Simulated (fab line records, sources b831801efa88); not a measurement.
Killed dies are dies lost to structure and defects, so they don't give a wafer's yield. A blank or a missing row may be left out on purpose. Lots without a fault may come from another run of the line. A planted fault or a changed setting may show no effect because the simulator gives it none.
fab line records | flow gf180mcu
record lots=5 wafers=15 last_day=34
route steps=602 shown DNWELL@40 NWELL@42 LVPWELL@54 MVSD@66
lots that met no fault: from a run of the same line without faults
start_h: hours from the record's first day to the start of the lot's first wafer shown | wait_h: hours since the lot's step before | " the same as in the row above | L1.1+2: a row that stands for several wafers | - no value, or no start given | * or withheld: withheld | < > ~ a bound
route shown NAME@n: a module of which the file shows steps, and the number in the route of the first | usual: mean/standard deviation of fault-free wafers | same: alike in all rows | chamber/n: place in a boat | sites: the reading at each site | _std_site: their standard deviation | _edge_site: outer sites' mean less inner sites' | radius_mm: how far each site lies from the wafer's centre | mask NAME#n: copy n | behind: the tool/chamber that last shaped the wafer | hold: why the lot was held/for how many hours/how that ended | device: the transistor (n, p or np) that didn't switch | end of line: the same wafers' tests at the end of the route | a step without rows: its recipe alone | killed: dies lost to structure and defects at the first sort, not the wafer's yield | map: a wafer's dies, x killed, . not, _ none there
set.NAME: the setting as run; set.NAME@STEP: as run at that earlier step | model.NAME: the simulator's own value behind a step, which no gauge read
lots at some steps of the route; a table a step, a row a wafer
services: from which hour (start_h, from the record's first day; less than 0 if before it) a tool's chamber was out of use, for how many hours, and why
## steps
# step GF_DNWELL_STRIP_08
# recipe chemistry=O2/N2 power_w=1400 pressure_mtorr=1500 platen_temp_c=250 o2_flow_sccm=3000 n2_flow_sccm=300 overash_fraction=0.5
# usual drypump_motor_current_A=5.5/0.33 heater_power_w=326/15 oes_product_au=0.722/0.0046 strip_time_to_endpoint_s=36.94/0.11
# columns lot.wafer tool chamber start_h wait_h drypump_motor_current_A heater_power_w oes_product_au rf_hours_counter_h strip_time_to_endpoint_s
L962.2 plasma_asher-03 1 76.01 0.1 6.0 316 0.725 40 37.09
L962.4 " 1 " " 5.9 312 0.726 - 37.05
L962.6 " 1 " " 6.0 313 0.729 - 36.89
L964.1 plasma_asher-01 1 84.01 0.1 5.1 339 0.725 29 36.91
L964.2 " 0 " " 5.7 318 0.724 29 36.87
L964.4 " 1 " " 5.1 330 0.720 - 36.87
L973.2 plasma_asher-04 0 133.70 0.1 5.7 327 0.719 2 37.04
L973.3 " 0 " " 5.7 332 0.721 - 36.98
L973.6 " 0 " " 5.7 323 0.717 - 36.88
L978.4 plasma_asher-01 1 159.97 0.1 5.1 332 0.719 - 36.96
L978.5 " 0 " " 5.7 317 0.715 - 36.96
L978.6 " 1 " " 5.1 329 0.716 - 36.89
L979.1 plasma_asher-01 1 166.30 0.1 5.1 328 0.725 38 36.93
L979.3 " 0 " " 5.7 316 0.731 - 36.85
L979.4 " 1 " " 5.1 337 0.719 - 36.94
# step GF_DNWELL_TW_MEAS_09
# usual DNWELL_TW=1341/9.9
# columns lot.wafer tool chamber start_h wait_h DNWELL_TW
L962.2 film_metro-03 - 76.12 0.1 1333
L962.4 " - " " 1337
L962.6 " - " " 1338
L964.1 film_metro-03 - 84.11 0.1 1350
L964.2 " - " " 1353
L964.4 " - " " 1355
L973.2 film_metro-02 - 133.81 0.1 1336
L973.3 " - " " 1340
L973.6 " - " " 1340
L978.4 film_metro-01 - 160.07 0.1 1327
L978.5 " - " " 1328
L978.6 " - " " 1333
L979.1 film_metro-03 - 166.40 0.1 1361
L979.3 " - " " 1359
L979.4 " - " " 1372
# step GF_NWELL_DEHYDRATE_00
# recipe temp_c=200 time_s=60
# step GF_NWELL_HMDS_01
# recipe prime_time_s=60 prime_temp_c=120
# step GF_NWELL_COAT_02
# recipe spin_rpm=2000 resist_thk_nm=3000
# step GF_NWELL_SOFTBAKE_03
# recipe temp_c=110 time_s=withheld
# step GF_NWELL_EXPOSE_04
# recipe mask_id=Nwell target_cd_nm=860 na=0.6 source_shape=conventional sigma_outer=0.6 dose_mj=260
# step GF_NWELL_PEB_05
# recipe temp_c=115 time_s=withheld
# step GF_NWELL_DEVELOP_06
# recipe wall_angle_deg=90 develop_time_s=60 dev_temp_c=23
# step GF_NWELL_OVL_MEAS_07
# usual NWELL_OVL=0.2/1.7
# columns lot.wafer tool chamber start_h wait_h NWELL_OVL[nm]
L962.2 overlay-01 - 89.98 - 0.6
L962.4 " - " " 0.8
L962.6 " - " " 0.6
L964.1 overlay-02 - 98.46 - 1.2
L964.2 " - " " 0.2
L964.4 " - " " 1.8
L973.2 overlay-01 - 149.46 - -2.2
L973.3 " - " " 0.4
L973.6 " - " " -1.5
L978.4 overlay-01 - 176.69 - 0.7
L978.5 " - " " 0.5
L978.6 " - " " 0.3
L979.1 overlay-01 - 183.28 - 0.9
L979.3 " - " " 1.1
L979.4 " - " " 0.6
# step GF_NWELL_IMPLANT_08
# recipe species=P energy_kev=450 dose_cm2=1.5e+13 tilt_deg=0
# step GF_NWELL_IMPLANT_09
# recipe species=P energy_kev=160 dose_cm2=4e+12 tilt_deg=0
# step GF_NWELL_STRIP_10
# recipe chemistry=O2/N2 power_w=1400 pressure_mtorr=1500 platen_temp_c=250 o2_flow_sccm=3000 n2_flow_sccm=300 overash_fraction=0.5
# usual drypump_motor_current_A=5.7/0.5 heater_power_w=344/20 oes_product_au=0.722/0.0052 strip_time_to_endpoint_s=36.92/0.11
# columns lot.wafer tool chamber start_h wait_h drypump_motor_current_A heater_power_w oes_product_au rf_hours_counter_h strip_time_to_endpoint_s model.coat_of_NWELL_COAT_02.thk_nm
L962.2 plasma_asher-04 0 90.31 0.1 5.6 356 0.722 45 37.06 0
L962.4 " 0 " " 5.7 343 0.721 - 37.04 0
L962.6 " 0 " " 5.7 354 0.733 - 37.02 0
L964.1 plasma_asher-02 1 98.79 0.1 5.5 362 0.728 43 36.94 0
L964.2 " 0 " " 6.6 345 0.719 43 37.04 0
L964.4 " 0 " " 6.6 340 0.724 - 37.04 0
L973.2 plasma_asher-04 0 149.79 0.1 5.7 337 0.946 3 - 1511
L973.3 " 1 " " 5.4 354 0.932 - - 1509
L973.6 " 0 " " 5.7 335 0.931 - - 1511
L978.4 plasma_asher-01 1 177.04 0.1 5.1 338 0.723 - 36.83 0
L978.5 " 1 " " 5.1 331 0.716 - 36.91 0
L978.6 " 0 " " 5.7 319 0.725 - 36.87 0
L979.1 plasma_asher-01 1 183.61 0.1 5.1 339 0.729 40 36.92 0
L979.3 " 0 " " 5.7 312 0.724 - 36.84 0
L979.4 " 1 " " 5.1 339 0.728 - 36.78 0
# step GF_NWELL_TW_MEAS_11
# usual NWELL_TW=1563/10
# columns lot.wafer tool chamber start_h wait_h NWELL_TW
L962.2 film_metro-04 - 90.42 0.1 1570
L962.4 " - " " 1579
L962.6 " - " " 1580
L964.1 film_metro-02 - 98.89 0.1 1555
L964.2 " - " " 1558
L964.4 " - " " 1557
L973.2 film_metro-01 - 149.90 0.1 1567
L973.3 " - " " 1556
L973.6 " - " " 1563
L978.4 film_metro-02 - 177.14 0.1 1574
L978.5 " - " " 1574
L978.6 " - " " 1576
L979.1 film_metro-04 - 183.71 0.1 1572
L979.3 " - " " 1570
L979.4 " - " " 1577
# step GF_LVPWELL_DEHYDRATE_00
# recipe temp_c=200 time_s=60
# step GF_LVPWELL_HMDS_01
# recipe prime_time_s=60 prime_temp_c=120
# step GF_LVPWELL_COAT_02
# recipe spin_rpm=2000 resist_thk_nm=3000
# step GF_LVPWELL_SOFTBAKE_03
# recipe temp_c=110 time_s=withheld
# step GF_LVPWELL_EXPOSE_04
# recipe mask_id=LVPWELL target_cd_nm=600 na=0.6 source_shape=conventional sigma_outer=0.6 dose_mj=260
# step GF_LVPWELL_PEB_05
# recipe temp_c=115 time_s=withheld
# step GF_LVPWELL_DEVELOP_06
# recipe wall_angle_deg=90 develop_time_s=60 dev_temp_c=23
# step GF_LVPWELL_OVL_MEAS_07
# usual LVPWELL_OVL=0.9/1.6
# columns lot.wafer tool chamber start_h wait_h LVPWELL_OVL[nm]
L962.2 overlay-02 - 104.41 - 1.6
L962.4 " - " " -0.2
L962.6 " - " " -0.4
L964.1 overlay-02 - 112.76 - 1.4
L964.2 " - " " 0.1
L964.4 " - " " 1.1
L973.2 overlay-02 - 165.19 - 1.1
L973.3 " - " " 2.9
L973.6 " - " " 1.6
L978.4 overlay-01 - 193.40 - 2.2
L978.5 " - " " 2.3
L978.6 " - " " 0.7
L979.1 overlay-02 - 200.56 - 1.7
L979.3 " - " " -0.3
L979.4 " - " " -1.1
# step GF_LVPWELL_IMPLANT_08
# recipe species=B energy_kev=170 dose_cm2=1.5e+13 tilt_deg=0
# step GF_LVPWELL_IMPLANT_09
# recipe species=B energy_kev=60 dose_cm2=5e+12 tilt_deg=0
# step GF_LVPWELL_STRIP_10
# recipe chemistry=O2/N2 power_w=1400 pressure_mtorr=1500 platen_temp_c=250 o2_flow_sccm=3000 n2_flow_sccm=300 overash_fraction=0.5
# usual drypump_motor_current_A=5.7/0.51 heater_power_w=335/22 oes_product_au=0.722/0.0042 strip_time_to_endpoint_s=36.93/0.081
# columns lot.wafer tool chamber start_h wait_h drypump_motor_current_A heater_power_w oes_product_au rf_hours_counter_h strip_time_to_endpoint_s
L962.2 plasma_asher-01 0 104.74 0.1 5.7 322 0.727 31 36.97
L962.4 " 0 " " 5.7 318 0.725 - 36.91
L962.6 " 1 " " 5.1 334 0.727 - 37.00
L964.1 plasma_asher-03 1 113.09 0.1 6.0 313 0.715 44 36.95
L964.2 " 0 " " 5.2 323 0.721 44 36.90
L964.4 " 0 " " 5.2 318 0.715 - 36.82
L973.2 plasma_asher-01 1 165.52 0.1 5.1 341 0.726 38 59.19
L973.3 " 0 " " 5.7 304 0.723 - 59.22
L973.6 " 1 " " 5.1 348 0.722 - 59.39
L978.4 plasma_asher-02 0 193.76 0.1 6.6 341 0.719 - 37.08
L978.5 " 1 " " 5.6 378 0.728 - 36.93
L978.6 " 0 " " 6.6 348 0.723 - 36.97
L979.1 plasma_asher-03 1 200.89 0.1 6.0 310 0.723 53 37.05
L979.3 " 1 " " 6.0 307 0.721 - 37.12
L979.4 " 0 " " 5.2 327 0.724 - 36.96
# step GF_LVPWELL_TW_MEAS_11
# usual LVPWELL_TW=557/3.6
# columns lot.wafer tool chamber start_h wait_h LVPWELL_TW
L962.2 film_metro-01 - 104.85 0.1 560
L962.4 " - " " 557
L962.6 " - " " 556
L964.1 film_metro-01 - 113.19 0.1 554
L964.2 " - " " 557
L964.4 " - " " 554
L973.2 film_metro-04 - 165.63 0.1 30
L973.3 " - " " 30
L973.6 " - " " 30
L978.4 film_metro-02 - 193.85 0.1 558
L978.5 " - " " 556
L978.6 " - " " 560
L979.1 film_metro-02 - 200.99 0.1 558
L979.3 " - " " 557
L979.4 " - " " 556
# step GF_MVSD_DEHYDRATE_00
# recipe temp_c=200 time_s=60
## services
# columns tool chamber start_h hours kind
plasma_asher-04 - 57.46 11.9 repair
plasma_asher-02 - 64.61 1.9 repair
plasma_asher-03 - 66.49 1.5 repair
plasma_asher-04 - 108.75 9.0 pm
plasma_asher-04 0 108.75 9.0 vent_cycle
plasma_asher-04 1 108.75 9.0 vent_cycle
plasma_asher-04 0 117.75 - clean
plasma_asher-04 1 117.75 - clean
## key
first_sign step=GF_NWELL_STRIP_10 reading=oes_product_au direction=up sigmas=41 usual=0.722 struck=0.937
effect step=GF_LVPWELL_STRIP_10 reading=strip_time_to_endpoint_s direction=up sigmas=99+ usual=* struck=*
effect step=GF_LVPWELL_TW_MEAS_11 reading=LVPWELL_TW direction=down sigmas=99+ usual=557 struck=30
model_effect step=GF_NWELL_STRIP_10 value=coat_of_NWELL_COAT_02.thk_nm without=0 struck=1510
met_at GF_NWELL_STRIP_10
struck_wafers L973.2,L973.3,L973.6
sort_left_out L973.2,L973.3,L973.6
tester_left_out L973
onset_between 90.31 149.79
fault kind=strip_aborted tool=plasma_asher-04 chamber=- onset_h=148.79 steps=GF_NWELL_STRIP_10 offset=0.73785 end_h=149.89
# tester_left_out: of these lots the tester's yield and bins aren't shown, on N5 and GAA mostly nor the transistor test; their killed dies are dies lost to structure and defects alone, not to doping, threshold or leakage, so they don't give the yield
# sort_left_out: the simulated sort isn't trusted on such a fault, so these wafers' sort isn't shown, and their yield isn't known
